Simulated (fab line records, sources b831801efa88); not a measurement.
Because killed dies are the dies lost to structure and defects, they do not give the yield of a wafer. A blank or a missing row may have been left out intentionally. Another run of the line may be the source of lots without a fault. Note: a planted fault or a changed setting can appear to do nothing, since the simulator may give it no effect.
What tool caused it? | flow gf180mcu | 13 lots, 38 wafers sampled, at 3 steps of a route of 602

== WHAT THE GAUGES READ, wafer by wafer ==
GF_STI_THK_MEAS_02.
lot  | measured    | on           | STI_OXIDATION_THK (nm)
L338 | day 1 12:36 | filmMetro-03 | 9.72 9.65 9.60
L340 | day 1 21:32 | filmMetro-03 | 9.89 10.07 9.81
L341 | day 2 02:31 | filmMetro-04 | 10.05 10.08 10.13
L342 | day 2 08:44 | filmMetro-04 | 10.10 10.33 9.92
L343 | day 2 12:31 | filmMetro-04 | 9.79 9.75 9.66
L345 | day 2 22:42 | filmMetro-01 | 10.00 9.86 9.93
L346 | day 3 05:25 | filmMetro-04 | 10.26 10.26 10.23
L347 | day 3 09:46 | filmMetro-01 | 9.79 9.85 9.72
L348 | day 3 14:00 | filmMetro-03 | 9.79 9.99 9.93
L349 | day 3 19:11 | filmMetro-04 | 9.89 10.12 9.90
L350 | day 3 23:31 | filmMetro-04 | 9.99 10.21 10.07
L356 | day 5 05:32 | filmMetro-03 | 9.83 9.83
L357 | day 5 10:31 | filmMetro-04 | 10.27 10.37 10.48

GF_M2_RS_MEAS_05: measurement is done with a four-point probe.
lot  | measured     | on           | M2_ALCU_RS (ohm/sq)
L338 | day 18 19:29 | filmMetro-01 | 0.0701 0.0692 0.0693
L340 | day 19 23:17 | filmMetro-04 | 0.0699 0.0701 0.0694
L341 | day 20 03:17 | filmMetro-02 | 0.0702 0.0694 0.0702
L342 | day 20 20:44 | filmMetro-04 | 0.0697 0.0696 0.0697
L343 | day 20 18:02 | filmMetro-02 | 0.0696 0.0690 0.0696
L345 | day 21 11:59 | filmMetro-04 | 0.0699 0.0696 0.0699
L346 | day 21 20:47 | filmMetro-02 | 0.0707 0.0699 0.0696
L347 | day 22 03:58 | filmMetro-02 | 0.0705 0.0695 0.0706
L348 | day 22 17:01 | filmMetro-02 | 0.0708 0.0699 0.0704
L349 | day 22 23:10 | filmMetro-04 | 0.0685 0.0692 0.0692
L350 | day 23 08:05 | filmMetro-04 | 0.0692 0.0697 0.0683
L356 | day 25 04:09 | filmMetro-04 | 0.0718 0.0708
L357 | day 25 08:34 | filmMetro-04 | 0.0705 0.0720 0.0706

== TOOL THAT RAN EACH LOT (tool first, then ch and the chambers of the sampled wafers, then the start) ==
lot  | GF_M2_SPUTTER_02
L338 | pvdSputter-01, day 18 19:22
L340 | pvdSputter-01, day 19 23:08
L341 | pvdSputter-02, day 20 03:11
L342 | pvdSputter-03, day 20 20:35
L343 | pvdSputter-02, day 20 17:56
L345 | pvdSputter-02, day 21 11:53
L346 | pvdSputter-02, day 21 20:40
L347 | pvdSputter-01, day 22 03:53
L348 | pvdSputter-03, day 22 16:55
L349 | pvdSputter-03, day 22 23:01
L350 | pvdSputter-03, day 23 07:58
L356 | pvdSputter-03, day 25 04:00
L357 | pvdSputter-03, day 25 08:27
- GF_M2_SPUTTER_02: material AlCu, target thk 450 nm, time 23.9 s.

== WHAT THE TOOLS THEMSELVES READ (means of the sampled wafers that have a number; where no wafer has one, the mark that the record gives instead) ==
GF_M2_SPUTTER_02.
lot  | tool          | throttleValvePct (%)
L338 | pvdSputter-01 | 30.4
L340 | pvdSputter-01 | 31.0
L341 | pvdSputter-02 | 29.8
L342 | pvdSputter-03 | 31.4
L343 | pvdSputter-02 | 29.4
L345 | pvdSputter-02 | 29.6
L346 | pvdSputter-02 | 29.9
L347 | pvdSputter-01 | 30.9
L348 | pvdSputter-03 | 31.3
L349 | pvdSputter-03 | 32.1
L350 | pvdSputter-03 | 31.0
L356 | pvdSputter-03 | 30.6
L357 | pvdSputter-03 | 31.4

== THE ANSWER, worked out from the rows above alone ==
Rule: the usual values come from the lots themselves. Put in order of their means at a reading, lots are off if they are a third of the lots or fewer, leave a main group of 4 or more, and stand apart from it by a gap of 3 or more times the standard deviation of the main group's means; of several such gaps the widest counts. A main group is skipped when, at the precision printed for the reading in the tables above, its means are all equal. A lot without any number at a reading at which 4 lots or more have one is off too. All remaining lots with rows at the step are treated as sound. First the gauges in route order, then the tools' own readings, where a lot's mean is used as printed above. At the first step where some lot is off, the reading lying furthest off is the one used; lots without a number count as furthest.
None of the lots is off at any reading shown; this tells nothing.

== WHAT THE SIMULATOR HAD INSERTED ==
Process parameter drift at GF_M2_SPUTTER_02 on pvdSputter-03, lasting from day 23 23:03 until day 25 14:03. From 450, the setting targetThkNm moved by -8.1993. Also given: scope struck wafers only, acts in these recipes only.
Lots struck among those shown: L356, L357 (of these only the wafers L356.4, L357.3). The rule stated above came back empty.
